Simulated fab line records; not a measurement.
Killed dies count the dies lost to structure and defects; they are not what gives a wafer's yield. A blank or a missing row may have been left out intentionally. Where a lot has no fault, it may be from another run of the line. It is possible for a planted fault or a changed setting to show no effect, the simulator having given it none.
fab line records	flow gf180mcu
record lots=6	wafers=17	last-day=33
route steps=602 shown TOP_METAL@577 PASSIVATION@587
lots that met no fault: from a run of the same line without faults
start-h: hours from the record's opening day to when the first of the lot's shown wafers began	wait-h: hours elapsed since this lot's preceding step	" unchanged from the row above	L1.1+2: a row that stands for several wafers	- either no value or no given start	* or withheld: withheld	< > ~ a bound
route shown NAME@n: names a module that has steps shown in the file, with the first one's number in the route	usual: the fault-free wafers' mean and standard deviation	same: alike in all rows	chamber/n: place in a boat	sites: per-site readings	_std_site: the values' standard deviation	_edge_site: the outer-site mean with the inner-site mean subtracted	radius-mm: for every site, how far away it sits from the centre of the wafer	mask NAME#n: copy n	behind: the most recent tool/chamber to have shaped the wafer	hold: why the lot went on hold/how many hours it stayed there/how the hold came to an end	device: names the non-switching transistor (n, p or np)	end of line: at the end of the route, the tests of the same wafers	a step with no rows: only its recipe	killed: count of dies lost to structure and defects at first sort (not the wafer's yield)	map: a wafer's dies, x killed, . not, _ none there
set.NAME: the setting as run; set.NAME@STEP: as run at that earlier step	model.NAME: the simulator's own value behind a step, which no gauge read
lots at some steps of the route; a table a step, a row a wafer
services: from which hour (start-h, from the record's first day; less than 0 if before it) a tool's chamber was out of use, for how many hours, and why
## steps
# step GF_TOP_METAL_SOFTBAKE_10
# recipe temp-c=90	time-s=60	resist=NOVOLAK
# step GF_TOP_METAL_EXPOSE_11
# recipe mask-id=MetalTop	target-cd-nm=440	na=0.6	source-shape=conventional	sigma-outer=0.6	dose-mj=170
# step GF_TOP_METAL_PEB_12
# recipe temp-c=withheld	time-s=*	resist=NOVOLAK
# step GF_TOP_METAL_DEVELOP_13
# recipe develop-time-s=60	dev-temp-c=23
# step GF_TOP_METAL_CD_MEAS_14
# recipe target-cd-nm=440
# usual cd-nm=439.4/2.2
lot.wafer	tool	chamber	start-h	wait-h	cd-nm
L147.3	cd-sem-02	-	650.90	0.1	436.2
L147.4	"	-	"	"	437.3
L147.5	"	-	"	"	435.4
L148.1	cd-sem-01	-	662.65	0.1	441.5
L148.2	"	-	"	"	442.9
L148.6	"	-	"	"	441.9
L153.1	cd-sem-02	-	701.45	0.1	440.0
L153.5	"	-	"	"	439.1
L157.4	cd-sem-02	-	728.66	0.1	444.2
L157.5	"	-	"	"	442.8
L157.6	"	-	"	"	442.8
L164.1	cd-sem-01	-	764.95	0.1	442.9
L164.3	"	-	"	"	440.3
L164.5	"	-	"	"	440.1
L166.3	cd-sem-01	-	781.20	0.1	439.0
L166.4	"	-	"	"	438.4
L166.6	"	-	"	"	437.9
# step GF_TOP_METAL_OVL_MEAS_15
# usual TOP_METAL_OVL=0.5/1.6
lot.wafer	tool	chamber	start-h	wait-h	TOP_METAL_OVL[nm]
L147.3	overlay-02	-	650.99	0.1	-1.0
L147.4	"	-	"	"	-0.7
L147.5	"	-	"	"	0.2
L148.1	overlay-01	-	662.77	0.1	0.5
L148.2	"	-	"	"	1.6
L148.6	"	-	"	"	2.4
L153.1	overlay-01	-	701.57	0.1	-0.4
L153.5	"	-	"	"	-1.7
L157.4	overlay-02	-	728.74	0.1	0.3
L157.5	"	-	"	"	0.8
L157.6	"	-	"	"	2.3
L164.1	overlay-02	-	765.07	0.1	1.0
L164.3	"	-	"	"	2.3
L164.5	"	-	"	"	2.9
L166.3	overlay-01	-	781.29	0.1	1.3
L166.4	"	-	"	"	2.0
L166.6	"	-	"	"	0.4
# step GF_TOP_METAL_METAL_ETCH_16
# recipe chemistry=Cl2/BCl3	mask-material=NOVOLAK	target-depth-nm=1197	stop-on=SiO2	pressure-mtorr=8	icp-w=800	bias-w=140	Cl2_flow_sccm=80	bcl3-flow-sccm=40	time-s=199.5
# usual drypump-motor-current-A=5.5/0.32	oes-product-au=0.989/0.0075	throttle-valve-pct=28.230/0.011
lot.wafer	tool	chamber	start-h	wait-h	drypump-motor-current-A	oes-product-au	rf-hours-counter-h	throttle-valve-pct
L147.3	rie-metal-02	0	651.08	0.1	5.7	0.972	-	28.244
L147.4	"	1	"	"	5.9	0.991	-	28.236
L147.5	"	0	"	"	5.7	0.981	-	28.232
L148.1	rie-metal-02	1	662.80	0.0	5.9	0.991	1	28.233
L148.2	"	0	"	"	5.7	0.972	13	28.245
L148.6	"	1	"	"	5.8	0.990	-	28.227
L153.1	rie-metal-02	1	701.60	0.0	5.8	0.990	3	28.224
L153.5	"	1	"	"	5.8	0.990	-	28.217
L157.4	rie-metal-02	0	728.95	0.2	5.7	0.977	-	28.245
L157.5	"	0	"	"	5.7	0.979	-	28.240
L157.6	"	0	"	"	5.7	0.977	-	28.246
L164.1	rie-metal-04	1	765.11	0.0	5.0	0.992	10	28.219
L164.3	"	0	"	"	5.4	0.993	-	28.241
L164.5	"	0	"	"	5.4	0.995	-	28.230
L166.3	rie-metal-02	0	781.38	0.1	5.7	0.979	-	28.227
L166.4	"	1	"	"	5.8	0.992	-	28.237
L166.6	"	1	"	"	5.8	0.984	-	28.211
# step GF_TOP_METAL_STRIP_17
# recipe chemistry=O2/N2	power-w=1400	pressure-mtorr=1500	platen-temp-c=250	o2-flow-sccm=3000	n2-flow-sccm=300	overash-fraction=0.5
# usual drypump-motor-current-A=5.91/0.24	heater-power-w=302/16	oes-product-au=0.710/0.0044	strip-time-to-endpoint-s=12.91/0.11
# same overash-fraction=0.5
lot.wafer	tool	chamber	start-h	wait-h	drypump-motor-current-A	heater-power-w	oes-product-au	rf-hours-counter-h	strip-time-to-endpoint-s
L147.3	plasma-asher-01	1	651.24	0.1	6.11	305	0.708	-	13.13
L147.4	"	0	"	"	5.71	318	0.706	-	12.88
L147.5	"	1	"	"	6.09	318	0.710	-	13.06
L148.1	plasma-asher-01	0	662.99	0.1	5.72	309	0.710	98	12.93
L148.2	"	1	"	"	6.14	325	0.714	98	13.15
L148.6	"	0	"	"	5.71	315	0.716	-	12.97
L153.1	plasma-asher-01	0	701.79	0.1	5.71	315	0.702	102	12.94
L153.5	"	0	"	"	5.70	313	0.709	-	12.80
L157.4	plasma-asher-01	0	729.17	0.2	5.68	315	0.715	-	13.16
L157.5	"	1	"	"	6.12	312	0.706	-	13.20
L157.6	"	0	"	"	5.69	312	0.717	-	13.13
L164.1	plasma-asher-01	1	765.30	0.1	6.16	306	0.717	3	12.78
L164.3	"	1	"	"	6.13	294	0.719	-	12.82
L164.5	"	1	"	"	6.15	304	0.710	-	12.81
L166.3	plasma-asher-03	0	781.54	0.1	5.77	280	0.717	-	12.88
L166.4	"	1	"	"	5.85	297	0.710	-	12.82
L166.6	"	1	"	"	5.86	288	0.712	-	12.92
# step GF_TOP_METAL_STRIP_18
# recipe chemistry=post-etch-residue-remover	time-s=1200	temp-c=72.5
# step GF_TOP_METAL_CLEAN_19
# recipe chemistry=DIW	dry=n2-spin
# step GF_PASSIVATION_CVD_00
# recipe material=SiO2	target-thk-nm=1000	precursor=TEOS	temp-c=400	time-s=111.95	rf-w=600
# usual heater-power-w=626/130
lot.wafer	tool	chamber	start-h	wait-h	heater-power-w
L147.3	pecvd-02	2	651.84	0.0	831
L147.4	"	0	"	"	787
L147.5	"	1	"	"	513
L148.1	pecvd-02	1	663.93	0.0	591
L148.2	"	2	"	"	842
L148.6	"	1	"	"	632
L153.1	pecvd-03	1	702.36	0.0	582
L153.5	"	0	"	"	382
L157.4	pecvd-02	2	729.71	0.0	691
L157.5	"	0	"	"	635
L157.6	"	1	"	"	605
L164.1	pecvd-01	1	765.83	0.0	626
L164.3	"	2	"	"	836
L164.5	"	1	"	"	645
L166.3	pecvd-02	0	782.04	0.0	707
L166.4	"	2	"	"	699
L166.6	"	1	"	"	571
# step GF_PASSIVATION_THK_MEAS_01
# recipe reads=SiO2_of_PASSIVATION_CVD_00
# usual PASSIVATION_CVD_00_THK=1004/13
lot.wafer	tool	chamber	start-h	wait-h	PASSIVATION_CVD_00_THK[nm]
L147.3	film-metro-01	-	651.94	0.1	999
L147.4	"	-	"	"	1009
L147.5	"	-	"	"	1033
L148.1	film-metro-04	-	664.01	0.0	999
L148.2	"	-	"	"	985
L148.6	"	-	"	"	1008
L153.1	film-metro-02	-	702.44	0.0	998
L153.5	"	-	"	"	1024
L157.4	film-metro-01	-	729.78	0.0	1017
L157.5	"	-	"	"	1015
L157.6	"	-	"	"	1036
L164.1	film-metro-02	-	765.91	0.0	1004
L164.3	"	-	"	"	1011
L164.5	"	-	"	"	1009
L166.3	film-metro-02	-	782.14	0.1	997
L166.4	"	-	"	"	1024
L166.6	"	-	"	"	1036
# step GF_PASSIVATION_CVD_02
# recipe material=Si3N4	target-thk-nm=700	time-s=486.18	temp-c=400	rf-w=450
# usual heater-power-w=727/130
lot.wafer	tool	chamber	start-h	wait-h	heater-power-w	model.Si3N4_of_PASSIVATION_CVD_02.thk-nm
L147.3	pecvd-01	2	651.98	0.0	901	692.8
L147.4	"	2	"	"	945	697.8
L147.5	"	1	"	"	701	709.4
L148.1	pecvd-03	0	664.07	0.1	532	699.6
L148.2	"	2	"	"	718	701.5
L148.6	"	1	"	"	671	703.6
L153.1	pecvd-01	2	702.50	0.1	966	705.8
L153.5	"	0	"	"	795	933.1
L157.4	pecvd-01	1	729.96	0.2	730	711.5
L157.5	"	2	"	"	857	913.1
L157.6	"	1	"	"	589	932.1
L164.1	pecvd-02	2	765.97	0.1	872	700.4
L164.3	"	0	"	"	780	697.4
L164.5	"	2	"	"	882	705.9
L166.3	pecvd-03	0	782.32	0.2	434	693.9
L166.4	"	1	"	"	667	683.2
L166.6	"	0	"	"	480	690.7
# step GF_PASSIVATION_THK_MEAS_03
# recipe reads=Si3N4_of_PASSIVATION_CVD_02
# usual PASSIVATION_CVD_02_THK=702/8.8
lot.wafer	tool	chamber	start-h	wait-h	PASSIVATION_CVD_02_THK[nm]
L147.3	film-metro-04	-	652.28	0.2	693
L147.4	"	-	"	"	698
L147.5	"	-	"	"	710
L148.1	film-metro-04	-	664.36	0.1	699
L148.2	"	-	"	"	701
L148.6	"	-	"	"	703
L153.1	film-metro-04	-	702.78	0.1	705
L153.5	"	-	"	"	933
L157.4	film-metro-04	-	730.27	0.2	712
L157.5	"	-	"	"	913
L157.6	"	-	"	"	933
L164.1	film-metro-01	-	766.26	0.1	701
L164.3	"	-	"	"	698
L164.5	"	-	"	"	706
L166.3	film-metro-04	-	782.63	0.2	694
L166.4	"	-	"	"	684
L166.6	"	-	"	"	691
# step GF_PASSIVATION_DEHYDRATE_04
# recipe temp-c=200	time-s=60
# step GF_PASSIVATION_HMDS_05
# recipe prime-time-s=60	prime-temp-c=120
# step GF_PASSIVATION_COAT_06
# recipe spin-rpm=2000	resist-thk-nm=4000
# step GF_PASSIVATION_SOFTBAKE_07
# recipe temp-c=110	time-s=withheld
# step GF_PASSIVATION_EXPOSE_08
# recipe mask-id=Pad	target-cd-nm=40000	na=0.57	dose-mj=310
# step GF_PASSIVATION_PEB_09
# recipe temp-c=115	time-s=withheld
# step GF_PASSIVATION_DEVELOP_10
# recipe develop-time-s=60	dev-temp-c=23
# step GF_PASSIVATION_ETCH_11
# recipe chemistry=CF4/O2	target-depth-nm=2040	stop-on=TiN	source-w=800	bias-w=150	pressure-mtorr=150	cf4-flow-sccm=80	O2_flow_sccm=10	time-s=453.3
# usual drypump-motor-current-A=5.5/0.52	oes-product-au=0.991/0.0055	throttle-valve-pct=5.967/0.0095
lot.wafer	tool	chamber	start-h	wait-h	drypump-motor-current-A	oes-product-au	rf-hours-counter-h	throttle-valve-pct
L147.3	rie-diel-03	3	671.25	-	5.1	1.002	8	5.969
L147.4	"	3	"	"	5.1	0.994	-	5.973
L147.5	"	0	"	"	5.2	0.989	-	5.965
L148.1	rie-diel-03	3	683.20	-	5.1	0.984	9	5.969
L148.2	"	0	"	"	5.2	0.985	14	5.988
L148.6	"	1	"	"	6.2	0.995	-	5.978
L153.1	rie-diel-03	3	720.80	-	5.1	0.988	11	5.970
L153.5	"	2	"	"	4.8	0.970	-	5.974
L157.4	rie-diel-03	1	746.82	-	6.2	0.992	2	5.965
L157.5	"	1	"	"	6.2	0.963	-	5.947
L157.6	"	0	"	"	5.2	0.982	-	5.968
L164.1	rie-diel-04	1	781.96	-	6.1	0.991	43	5.954
L164.3	"	0	"	"	5.6	0.995	17	5.962
L164.5	"	1	"	"	6.2	0.988	-	5.966
L166.3	rie-diel-02	1	798.06	-	5.9	0.991	6	5.983
L166.4	"	3	"	"	5.9	1.002	16	5.967
L166.6	"	1	"	"	5.9	0.997	-	5.968
# step GF_PASSIVATION_STRIP_12
# recipe chemistry=O2/N2	power-w=1400	pressure-mtorr=1500	platen-temp-c=250	o2-flow-sccm=3000	n2-flow-sccm=300	overash-fraction=0.5
# usual drypump-motor-current-A=5.9/0.31	heater-power-w=309/26	oes-product-au=0.719/0.0049	strip-time-to-endpoint-s=32.81/0.24
# same overash-fraction=0.5
lot.wafer	tool	chamber	start-h	wait-h	drypump-motor-current-A	heater-power-w	oes-product-au	rf-hours-counter-h	strip-time-to-endpoint-s
L147.3	plasma-asher-04	0	671.55	0.2	6.1	345	0.729	-	32.28
L147.4	"	1	"	"	5.5	275	0.725	-	32.50
L147.5	"	0	"	"	6.1	346	0.711	-	32.55
L148.1	plasma-asher-04	0	683.47	0.1	6.1	347	0.727	27	32.72
L148.2	"	1	"	"	5.5	285	0.727	27	33.24
L148.6	"	0	"	"	6.1	345	0.718	-	32.76
L153.1	plasma-asher-04	0	721.07	0.1	6.1	343	0.715	31	32.66
L153.5	"	0	"	"	6.1	343	0.720	-	32.59
L157.4	plasma-asher-03	0	747.12	0.2	5.8	281	0.719	-	32.82
L157.5	"	0	"	"	5.8	284	0.719	-	32.70
L157.6	"	1	"	"	5.9	291	0.722	-	33.10
L164.1	plasma-asher-04	1	782.23	0.1	5.5	277	0.718	38	33.08
L164.3	"	1	"	"	5.5	288	0.713	-	33.08
L164.5	"	1	"	"	5.5	284	0.720	-	33.08
L166.3	plasma-asher-03	0	798.36	0.2	5.8	285	0.713	-	32.66
L166.4	"	1	"	"	5.8	292	0.723	-	32.58
L166.6	"	0	"	"	5.8	278	0.727	-	32.58
## services
tool	chamber	start-h	hours	kind
pecvd-03	0	671.42	7.3	repair
rie-metal-04	-	685.77	1.4	pm
rie-diel-04	1	695.66	7.5	repair
rie-diel-03	1	710.50	29.3	repair
plasma-asher-01	-	713.76	2.8	pm
plasma-asher-01	-	718.55	1.2	repair
rie-diel-04	3	723.42	3.8	repair
rie-metal-02	1	726.35	16.2	repair
pecvd-01	0	727.96	16.3	repair
plasma-asher-03	-	728.71	5.3	repair
plasma-asher-01	-	733.75	9.0	pm
plasma-asher-01	0	733.75	9.0	vent-cycle
plasma-asher-01	1	733.75	9.0	vent-cycle
rie-metal-02	0	742.54	-	clean
rie-metal-02	0	742.54	23.0	scheduled-down
rie-metal-02	0	742.54	23.0	vent-cycle
plasma-asher-01	0	742.75	-	clean
rie-diel-02	2	745.27	7.4	repair
pecvd-03	-	770.17	6.0	pm
rie-metal-04	0	776.36	20.0	repair
pecvd-03	-	778.21	2.8	pm
pecvd-03	2	781.83	14.2	repair
rie-diel-02	2	787.29	6.3	repair
rie-diel-03	-	789.68	1.0	repair
## key
first-sign step=GF_PASSIVATION_THK_MEAS_03	reading=PASSIVATION_CVD_02_THK	direction=up	sigmas=26	usual=702	struck=926
effect step=GF_PASSIVATION_ETCH_11	reading=oes-product-au	direction=down	sigmas=3.6	usual=0.991	struck=0.972
model-effect step=GF_PASSIVATION_CVD_02	value=Si3N4_of_PASSIVATION_CVD_02.thk-nm	without=704.9	struck=926.1
met-at GF_PASSIVATION_CVD_02
struck-wafers L153.5,L157.5,L157.6
later-rows-left-out L153.5
sort-left-out L153.5
onset-between 651.98 702.50
fault kind=process-parameter-drift	tool=pecvd-01	chamber=-	onset-h=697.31	steps=GF_PASSIVATION_CVD_02	channel=target-thk-nm	offset=219.9	shape=step	end-h=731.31	scope=struck-wafers-only	acts-in=these-recipes-only	stated=700
# sort-left-out: the simulated sort isn't trusted on such a fault, so these wafers' sort isn't shown, and their yield isn't known
# later-rows-left-out: the simulator's readings of these wafers behind a module that went badly wrong aren't trusted and aren't shown, but for the sort
